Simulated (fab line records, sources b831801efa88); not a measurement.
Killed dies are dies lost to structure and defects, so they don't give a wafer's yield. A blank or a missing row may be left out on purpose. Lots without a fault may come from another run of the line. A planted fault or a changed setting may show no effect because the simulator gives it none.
Which tool did it? | flow sky130 | 12 lots, 35 wafers sampled, at 5 steps of a route of 708

WHAT THE GAUGES READ, wafer by wafer
SKY_VT_ADJUST_NCORE_CD_MEAS_07: target cd 380 nm. Usual: cd_nm 380.1 nm, standard deviation 2.2.
lot  | measured     | on        | cd_nm (nm)        | flag
L938 | day 8 09:52  | cd_sem-02 | 383.1 383.6 382.3 |
L939 | day 9 00:21  | cd_sem-02 | 380.9 378.9 381.0 |
L940 | day 9 09:07  | cd_sem-02 | 381.1 383.5 382.5 |
L941 | day 9 18:19  | cd_sem-01 | 380.5 380.5 378.4 |
L942 | day 10 17:41 | cd_sem-01 | 384.2 381.0 383.5 |
L944 | day 10 18:55 | cd_sem-02 | 380.8 379.3 379.3 |
L950 | day 12 07:56 | cd_sem-01 | 380.8 381.6 380.4 |
L952 | day 12 21:30 | cd_sem-02 | 378.5 378.5 378.7 |
L953 | day 13 04:39 | cd_sem-02 | 380.3 378.1       |
L958 | day 14 17:22 | cd_sem-02 | 376.7 375.5 379.5 |
L960 | day 15 06:16 | cd_sem-02 | 378.4 378.9 379.0 |
L961 | day 15 13:56 | cd_sem-02 | 378.6 377.6 377.3 |

SKY_VT_ADJUST_PCH_TW_MEAS_10. Usual: VT_ADJUST_PCH_TW 143.5, standard deviation 0.69.
lot  | measured     | on            | VT_ADJUST_PCH_TW  | flag
L938 | day 10 08:10 | film_metro-03 | 143.0 142.9 143.1 |
L939 | day 10 22:44 | film_metro-02 | 143.1 143.0 143.1 |
L940 | day 11 07:19 | film_metro-02 | 143.6 143.4 142.7 |
L941 | day 11 16:09 | film_metro-02 | 142.0 143.5 143.4 |
L942 | day 12 17:25 | film_metro-02 | 142.2 142.3 142.0 |
L944 | day 12 18:44 | film_metro-03 | 143.3 143.0 143.1 |
L950 | day 14 11:22 | film_metro-03 | 144.2 143.9 143.6 |
L952 | day 15 01:45 | film_metro-01 | 140.7 143.6 144.2 |
L953 | day 15 10:05 | film_metro-03 | 141.2 143.5       |
L958 | day 17 02:00 | film_metro-03 | 143.9 143.3 143.7 |
L960 | day 17 15:27 | film_metro-01 | 144.6 144.6 144.6 |
L961 | day 18 00:01 | film_metro-03 | 143.5 144.0 144.0 |

WHICH TOOL RAN EACH LOT (tool, then ch and the chambers of the sampled wafers, then the start)
lot  | SKY_VT_ADJUST_LVTN_STRIP_09          | SKY_VT_ADJUST_LVTN_STRIP_20          | SKY_VT_ADJUST_PCH_IMPLANT_08
L938 | plasma_asher-03 ch 0,1, day 6 16:59  | plasma_asher-04 ch 0,1, day 7 13:17  | implanter-02 ch 0, day 10 07:55
L939 | plasma_asher-04 ch 0,1, day 7 05:25  | plasma_asher-01 ch 0,1, day 8 02:32  | implanter-01 ch 0, day 10 22:29
L940 | plasma_asher-01 ch 0,1, day 7 13:17  | plasma_asher-03 ch 0,1, day 8 10:38  | implanter-02 ch 0, day 11 07:04
L941 | plasma_asher-03 ch 0,1, day 7 21:58  | plasma_asher-04 ch 0,1, day 8 19:38  | implanter-02 ch 0, day 11 15:55
L942 | plasma_asher-01 ch 0,1, day 8 21:31  | plasma_asher-01 ch 0,1, day 9 19:38  | implanter-04 ch 0, day 12 17:11
L944 | plasma_asher-03 ch 0, day 8 21:52    | plasma_asher-03 ch 0,1, day 9 20:02  | implanter-04 ch 0, day 12 18:29
L950 | plasma_asher-04 ch 0,1, day 10 08:53 | plasma_asher-03 ch 0, day 11 08:17   | implanter-01 ch 0, day 14 11:07
L952 | plasma_asher-04 ch 1, day 10 22:02   | plasma_asher-04 ch 1, day 11 21:17   | implanter-02 ch 0, day 15 01:30
L953 | plasma_asher-04 ch 0, day 11 04:05   | plasma_asher-03 ch 0, day 12 03:50   | implanter-02 ch 0, day 15 09:50
L958 | plasma_asher-01 ch 0,1, day 12 13:08 | plasma_asher-04 ch 0,1, day 13 14:59 | implanter-04 ch 0, day 17 01:45
L960 | plasma_asher-03 ch 0,1, day 13 02:08 | plasma_asher-04 ch 0,1, day 14 03:38 | implanter-04 ch 0, day 17 15:12
L961 | plasma_asher-03 ch 0,1, day 13 09:10 | plasma_asher-01 ch 0,1, day 14 11:11 | implanter-01 ch 0, day 17 23:46
- SKY_VT_ADJUST_LVTN_STRIP_09: strips in O2/N2.
- SKY_VT_ADJUST_LVTN_STRIP_20: strips in O2/N2.
- SKY_VT_ADJUST_PCH_IMPLANT_08

WHAT THE TOOLS THEMSELVES READ (means of the sampled wafers that have a number; where no wafer has one, the mark that the record gives instead)
SKY_VT_ADJUST_LVTN_STRIP_09. Usual: drypump_motor_current_A 5.5 A, standard deviation 0.42; oes_product_au 0.722 a.u., standard deviation 0.0046; strip_time_to_endpoint_s 36.89 s, standard deviation 0.11.
lot  | tool            | drypump_motor_current_A (A) | oes_product_au (a.u.) | strip_time_to_endpoint_s (s) | flag
L938 | plasma_asher-03 | 5.2                         | 0.724                 | 36.80                        |
L939 | plasma_asher-04 | 5.6                         | 0.722                 | 36.97                        |
L940 | plasma_asher-01 | 5.7                         | 0.724                 | 36.77                        |
L941 | plasma_asher-03 | 5.3                         | 0.723                 | 36.98                        |
L942 | plasma_asher-01 | 5.4                         | 0.718                 | 36.78                        |
L944 | plasma_asher-03 | 5.3                         | 0.720                 | 36.87                        |
L950 | plasma_asher-04 | 5.4                         | 0.724                 | 36.93                        |
L952 | plasma_asher-04 | 5.8                         | 0.719                 | 36.95                        |
L953 | plasma_asher-04 | 5.1                         | 0.724                 | 36.66                        |
L958 | plasma_asher-01 | 5.8                         | 0.720                 | 37.07                        |
L960 | plasma_asher-03 | 5.3                         | 0.724                 | 36.95                        |
L961 | plasma_asher-03 | 5.2                         | 0.723                 | 36.96                        |

SKY_VT_ADJUST_LVTN_STRIP_20. Usual: drypump_motor_current_A 5.4 A, standard deviation 0.39; oes_product_au 0.716 a.u., standard deviation 0.0046; strip_time_to_endpoint_s 14.17 s, standard deviation 0.035.
lot  | tool            | drypump_motor_current_A (A) | oes_product_au (a.u.) | strip_time_to_endpoint_s (s) | flag
L938 | plasma_asher-04 | 5.6                         | 0.718                 | 14.17                        |
L939 | plasma_asher-01 | 5.7                         | 0.717                 | 14.17                        |
L940 | plasma_asher-03 | 5.2                         | 0.714                 | 14.12                        |
L941 | plasma_asher-04 | 5.6                         | 0.716                 | 14.12                        |
L942 | plasma_asher-01 | 5.7                         | 0.714                 | 14.14                        |
L944 | plasma_asher-03 | 5.3                         | 0.718                 | 14.15                        |
L950 | plasma_asher-03 | 5.3                         | 0.711                 | 14.18                        |
L952 | plasma_asher-04 | 5.8                         | 0.716                 | 14.15                        |
L953 | plasma_asher-03 | 5.3                         | 0.714                 | 14.22                        |
L958 | plasma_asher-04 | 5.6                         | 0.714                 | 14.16                        |
L960 | plasma_asher-04 | 5.6                         | 0.716                 | 14.17                        |
L961 | plasma_asher-01 | 5.7                         | 0.707                 | 14.18                        |

SKY_VT_ADJUST_PCH_IMPLANT_08. Usual: end_station_pressure_torr 5.02e-06 Torr, standard deviation 2.5e-07.
lot  | tool         | end_station_pressure_torr (Torr) | flag
L938 | implanter-02 | 4.90e-06                         |
L939 | implanter-01 | 5.09e-06                         |
L940 | implanter-02 | 5.00e-06                         |
L941 | implanter-02 | 4.74e-06                         |
L942 | implanter-04 | 5.01e-06                         |
L944 | implanter-04 | 5.16e-06                         |
L950 | implanter-01 | 5.03e-06                         |
L952 | implanter-02 | 5.11e-06                         |
L953 | implanter-02 | 5.27e-06                         |
L958 | implanter-04 | 4.97e-06                         |
L960 | implanter-04 | 4.83e-06                         |
L961 | implanter-01 | 4.97e-06                         |

THE ANSWER, worked out from the rows above alone
Rule: a lot is off if the mean of its wafers that have a number lies more than 3 standard deviations from the usual mean. A lot without any number at a reading at which 4 lots or more have one is off too. The other lots that the step has rows for count as sound. The gauges are gone through in route order, then the tools' own readings, and for those a lot's mean is taken as printed above. The first step at which some lot is off is used, and at that step the reading that is off furthest; a lot without a number counts as furthest.
No lot is off at any reading shown: from this, nothing can be told.

WHAT THE SIMULATOR HAD PUT IN
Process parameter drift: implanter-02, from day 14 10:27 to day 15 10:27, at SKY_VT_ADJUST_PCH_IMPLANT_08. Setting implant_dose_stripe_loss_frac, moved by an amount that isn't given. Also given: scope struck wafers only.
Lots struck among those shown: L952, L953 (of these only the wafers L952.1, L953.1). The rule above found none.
